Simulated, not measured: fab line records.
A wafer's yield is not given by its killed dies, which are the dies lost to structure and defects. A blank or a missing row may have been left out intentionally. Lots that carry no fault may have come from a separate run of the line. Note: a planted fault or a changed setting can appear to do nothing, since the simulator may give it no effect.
Comparing a struck lot with a sound one / flow gf180mcu / 14 out of 602 route steps
Sound: wafers L854.2, L854.4, L854.6. Wafers struck: L846.1, L846.4, L846.5. The cause comes at the end.
Order at every step that has rows: each side's tool, ch and its chambers, its first start. Under that, the readings that differ: sound wafers / struck wafers / difference of the means / sigmas: that difference in standard deviations of wafers without a fault.
alike: same words and numbers on both sides, and readings whose means sit less than 2 such deviations apart. not compared: any withheld reading, any reading some wafer has no value for, any bound like >300 that may hide the same value, and any number with overlapping values for which the record gives no deviation.
The two part at a step that has a row with sigmas, a row that says differs or no value, or rows on one side only. Numbers that have no deviation but don't overlap get no sigmas and don't part them. A reading that every wafer of one side lacks parts them only if that side has two wafers or more.

first, 3 steps without rows for these wafers: GF_HV_LDD_EXPOSE_16 (exposes mask Pplus LV AREA, target cd 400 nm); GF_HV_LDD_PEB_17; GF_HV_LDD_DEVELOP_18 (develop time 60 s).
GF_HV_LDD_CD_MEAS_19: target cd 400 nm.
  sound on cdSem-02, day 15 14:11; struck on cdSem-01, day 13 16:55
  alike: cdNm
GF_HV_LDD_OVL_MEAS_20:
  sound on overlay-02, day 15 14:18; struck on overlay-02, day 13 17:02
  alike: HV_LDD_01_OVL
following that, these wafers have no rows for 1 step: GF_HV_LDD_IMPLANT_21.
GF_HV_LDD_STRIP_22: strips in O2/N2.
  sound on plasmaAsher-03 ch 0,1, day 15 14:29; struck on plasmaAsher-02 ch 0,1, day 13 17:14
  alike: drypumpMotorCurrentA, heaterPowerW, oesProductAu, platenTempC, stripTimeToEndpointS
  not compared: rfHoursCounterH
GF_HV_LDD_TW_MEAS_23:
  sound on filmMetro-04, day 15 14:35; struck on filmMetro-04, day 13 17:20
  alike: HV_LDD_2_TW
then, 4 steps without rows for these wafers: GF_HV_LDD_DEHYDRATE_24 (time 60 s); GF_HV_LDD_HMDS_25 (prime time 60 s); GF_HV_LDD_COAT_26 (resist thk 1000 nm); GF_HV_LDD_SOFTBAKE_27 (time 60 s).
GF_HV_LDD_EXPOSE_28: exposes mask Nplus HV AREA, target cd 400 nm.
  sound on ilineStepper-02 ch 0, day 16 01:12; struck on ilineStepper-01, day 14 03:25
  no value came back on the struck wafers for exposureDoseMJCm2, focusOffsetNm (nm); on the sound wafers exposureDoseMJCm2 reads 140.12 140.12 140.03
reading=model.HV_LDD.overlayYNm (nm); sound=0.5887 0.5887 0.5887; struck=0.2705 0.2705 0.2705; difference=-0.3182; sigmas=
reading=model.HV_LDD.overlayXNm (nm); sound=-0.5496 -0.5496 -0.5496; struck=1.576 1.576 1.576; difference=+2.126; sigmas=
  alike: mask
following that, these wafers have no rows for 1 step: GF_HV_LDD_PEB_29.

## WHERE THEY PART
Only at GF_HV_LDD_EXPOSE_28, as far as this record shows.

WHY: what had been put in by the simulator
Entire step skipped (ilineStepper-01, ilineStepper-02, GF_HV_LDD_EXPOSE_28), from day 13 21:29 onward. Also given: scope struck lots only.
